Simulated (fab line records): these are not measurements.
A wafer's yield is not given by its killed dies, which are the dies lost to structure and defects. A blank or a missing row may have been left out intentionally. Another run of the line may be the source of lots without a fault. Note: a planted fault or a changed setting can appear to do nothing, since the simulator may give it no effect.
Which tool was responsible? | flow sky130 | 12 lots, 36 wafers sampled, at 3 steps of a route of 708

## WHAT THE GAUGES SHOWED, per wafer
SKY_PASSIVATION_THK_MEAS_03.
lot  | measured     | on            | PASSIVATION_CVD_02_THK (nm)
L518 | day 43 17:33 | film-metro-03 | 545 556 551
L520 | day 44 10:02 | film-metro-03 | 536 535 544
L519 | day 44 16:54 | film-metro-03 | 535 542 555
L523 | day 45 06:35 | film-metro-02 | 534 547 544
L524 | day 45 15:47 | film-metro-01 | 533 537 548
L530 | day 47 10:58 | film-metro-02 | 538 537 537
L534 | day 48 03:04 | film-metro-03 | 535 539 545
L536 | day 48 08:27 | film-metro-01 | 545 544 556
L535 | day 48 15:35 | film-metro-02 | 533 538 540
L537 | day 48 23:00 | film-metro-01 | 542 535 540
L539 | day 48 23:34 | film-metro-02 | 540 537 539
L541 | day 49 13:07 | film-metro-01 | 535 535 549

## TOOL THAT RAN EACH LOT (tool first, then ch and the chambers of the sampled wafers, then the start)
lot  | SKY_VIA3_HDPCVD_00               | SKY_VIA4_CVD_18
L518 | hdpcvd-02 ch 0,2, day 38 08:25   | cvd-w-01 ch 1, day 42 15:50
L520 | hdpcvd-02 ch 0,1,2, day 39 04:35 | cvd-w-01 ch 1, day 43 09:42
L519 | hdpcvd-02 ch 0,1, day 39 10:59   | cvd-w-01 ch 1, day 43 17:05
L523 | hdpcvd-02 ch 0,1,2, day 40 04:50 | cvd-w-02 ch 0,1, day 44 07:29
L524 | hdpcvd-01 ch 0,1,2, day 40 15:26 | cvd-w-01 ch 0,1, day 44 16:44
L530 | hdpcvd-01 ch 0,1, day 42 15:10   | cvd-w-01 ch 0,1, day 46 13:14
L534 | hdpcvd-02 ch 0,1, day 43 12:05   | cvd-w-02 ch 0,1, day 47 06:07
L536 | hdpcvd-01 ch 0,1,2, day 43 18:25 | cvd-w-01 ch 0,1, day 47 11:40
L535 | hdpcvd-02 ch 0,1,2, day 43 23:14 | cvd-w-02 ch 0,1, day 47 18:09
L537 | hdpcvd-02 ch 0,1, day 44 10:28   | cvd-w-01 ch 0, day 48 02:11
L539 | hdpcvd-02 ch 0,1, day 44 13:17   | cvd-w-01 ch 0, day 48 03:34
L541 | hdpcvd-02 ch 1,2, day 45 04:48   | cvd-w-01 ch 0, day 48 17:50
- SKY_VIA3_HDPCVD_00: deposits SiO2, target thk 1635 nm, time 272.5 s.
- SKY_VIA4_CVD_18: deposits W, target thk 505 nm, time 152.14 s.

## WHAT THE TOOLS THEMSELVES READ (means of the sampled wafers that have a number; where no wafer has one, the mark that the record gives instead)
SKY_VIA3_HDPCVD_00.
lot  | tool      | susceptor-temp-C (C)
L518 | hdpcvd-02 | 399.96
L520 | hdpcvd-02 | 399.97
L519 | hdpcvd-02 | 400.07
L523 | hdpcvd-02 | 400.13
L524 | hdpcvd-01 | 399.94
L530 | hdpcvd-01 | 400.02
L534 | hdpcvd-02 | 399.87
L536 | hdpcvd-01 | 400.05
L535 | hdpcvd-02 | 400.02
L537 | hdpcvd-02 | 399.99
L539 | hdpcvd-02 | 399.87
L541 | hdpcvd-02 | 399.95

SKY_VIA4_CVD_18.
lot  | tool     | heater-power-w (W) | susceptor-temp-C (C)
L518 | cvd-w-01 | 924                | 400.25
L520 | cvd-w-01 | 925                | 400.39
L519 | cvd-w-01 | 917                | 400.29
L523 | cvd-w-02 | 804                | 399.92
L524 | cvd-w-01 | 868                | 400.08
L530 | cvd-w-01 | 859                | 399.78
L534 | cvd-w-02 | 757                | 400.11
L536 | cvd-w-01 | 893                | 399.75
L535 | cvd-w-02 | 811                | 400.06
L537 | cvd-w-01 | 833                | 400.24
L539 | cvd-w-01 | 830                | 400.12
L541 | cvd-w-01 | 842                | 399.90

## THE ANSWER, worked out from the rows above alone
Rule: the usual values come from the lots themselves. The widest of any qualifying gaps counts: lots, ordered by their means at a reading, are off when they make up no more than a third of the lots, leave a main group of 4 or more, and stand apart from it by 3 or more times the standard deviation of that group's means. If all means in a main group match to the digits the tables above print for the reading, that group is not used. A lot without any number at a reading at which 4 lots or more have one is off too. Where the step has rows for the other lots, those lots are counted as sound. The gauges are gone through in route order, then the tools' own readings, and for those a lot's mean is taken as printed above. At the first step where some lot is off, the reading lying furthest off is the one used; lots without a number count as furthest.
Nothing can be told from this: no lot is off at any reading shown.

## WHAT HAD BEEN PUT IN BY THE SIMULATOR
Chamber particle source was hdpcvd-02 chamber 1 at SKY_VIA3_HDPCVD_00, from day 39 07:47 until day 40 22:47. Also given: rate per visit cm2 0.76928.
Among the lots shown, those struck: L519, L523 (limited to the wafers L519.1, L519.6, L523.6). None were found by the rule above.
